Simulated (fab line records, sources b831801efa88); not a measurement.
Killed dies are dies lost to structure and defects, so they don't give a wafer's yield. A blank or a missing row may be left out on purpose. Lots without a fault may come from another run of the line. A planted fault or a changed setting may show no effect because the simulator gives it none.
Chamber matching | flow gf180mcu | GF_CONTACT_CMP_27 on cmp-01: 4 sister chambers
The step polishes, stops on SiO2, t overpolish 15 s, target thk 0 nm. 8 wafers are shown with their chamber, then 12 later ones without.

WAFERS WITH THEIR CHAMBER
wafer  | chamber | motor_current_A (A) | time_to_endpoint_s (s)
L083.4 | 0       | 9.9                 | 72
L083.1 | 1       | 11.1                | 74
L084.1 | 2       | 10.5                | 72
L084.4 | 1       | 10.6                | 72
L084.5 | 3       | 12.2                | 77
L087.1 | 3       | 11.2                | 73
L087.3 | 0       | 9.9                 | 69
L087.4 | 2       | 10.5                | 67

WAFERS WITHOUT THEIR CHAMBER
wafer  | motor_current_A (A) | time_to_endpoint_s (s)
L092.2 | 11.7                | 81
L092.3 | 10.5                | 73
L092.6 | 11.4                | 75
L093.1 | 10.2                | 74
L093.4 | 12.2                | 81
L093.6 | 11.6                | 79
L096.2 | 10.6                | 75
L096.3 | 9.7                 | 75
L096.5 | 12.2                | 78
L097.2 | 10.3                | 76
L097.4 | 9.8                 | 68
L097.6 | 10.9                | 71

WHICH CHAMBER EACH WENT THROUGH
wafer  | from the rows above               | in truth
L092.2 | can't be placed: 3 or 1           | 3
L092.3 | can't be placed: 1 or 2 or 0      | 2
L092.6 | can't be placed: 3 or 1           | 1
L093.1 | can't be placed: 0 or 1 or 2      | 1
L093.4 | can't be placed: 3 or 1           | 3
L093.6 | can't be placed: 3 or 1           | 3
L096.2 | can't be placed: 1 or 2 or 0 or 3 | 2
L096.3 | can't be placed: 0 or 2 or 1      | 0
L096.5 | 3                                 | 3
L097.2 | can't be placed: 1 or 0 or 2 or 3 | 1
L097.4 | can't be placed: 0 or 2           | 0
L097.6 | can't be placed: 1 or 2 or 0 or 3 | 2
Placed correctly: 1 of 12. Can't be placed from these rows: 11 (the true chamber is among the candidates in 11). Placed wrongly: 0.
How it was worked out, from the rows above alone: a wafer's distance from a chamber is the root of the sum, over the readings, of the square of ((its reading less the chamber's mean) divided by the reading's scatter). The wafer belongs to the nearest chamber; if the next one is less than 2 further off, it can't be placed. A chamber's mean is the mean of its shown wafers. The scatter: the root of (the sum of the squares of (reading less its chamber's mean) over the shown wafers, divided by (wafers less chambers)).
